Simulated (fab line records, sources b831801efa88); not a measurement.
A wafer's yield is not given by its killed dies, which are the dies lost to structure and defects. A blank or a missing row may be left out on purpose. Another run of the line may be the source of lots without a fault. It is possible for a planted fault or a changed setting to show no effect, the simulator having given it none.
The tool behind it: which one? ; flow sky130 ; 12 lots, 36 wafers sampled, at 1 step of a route of 708

== WHAT THE GAUGES SHOWED, per wafer ==
SKY_CAPM_OVL_MEAS_12.
lot;measured;on;CAPM_OVL (nm)
L075;day 37 01:21;overlay-02;0.3 0.4 0.4
L077;day 38 07:33;overlay-01;-0.2 0.1 -0.1
L079;day 38 17:24;overlay-01;2.4 1.4 2.1
L081;day 39 13:47;overlay-01;1.3 0.4 2.0
L083;day 40 01:12;overlay-02;1.8 1.1 3.3
L086;day 40 15:38;overlay-01;0.3 -0.6 -0.1
L087;day 41 05:20;overlay-02;1.2 2.2 1.5
L089;day 41 17:00;overlay-01;-1.3 0.4 -1.5
L091;day 42 05:06;overlay-02;0.1 1.0 0.0
L094;day 44 02:53;overlay-02;-1.1 -0.8 -0.1
L095;day 44 03:47;overlay-02;1.1 -0.6 0.2
L097;day 44 08:58;overlay-01;-0.7 -1.1 0.1

== EACH LOT AND THE TOOL THAT RAN IT (in order: tool; ch and the chambers of the sampled wafers; start) ==
No process step before these readings appears in the record.

== THE ANSWER, worked out from the rows above alone ==
Rule: the lots themselves supply what counts as usual. The widest of any qualifying gaps counts: lots, ordered by their means at a reading, are off when they make up no more than a third of the lots, leave a main group of 4 or more, and stand apart from it by 3 or more times the standard deviation of that group's means. A main group whose means are all the same, to the digits that the tables above print for the reading, isn't used. A lot without any number at a reading at which 4 lots or more have one is off too. Any other lot the step has rows for is counted as sound.
Nothing can be told from this: no lot is off at any reading shown.

== WHAT THE SIMULATOR PUT IN ==
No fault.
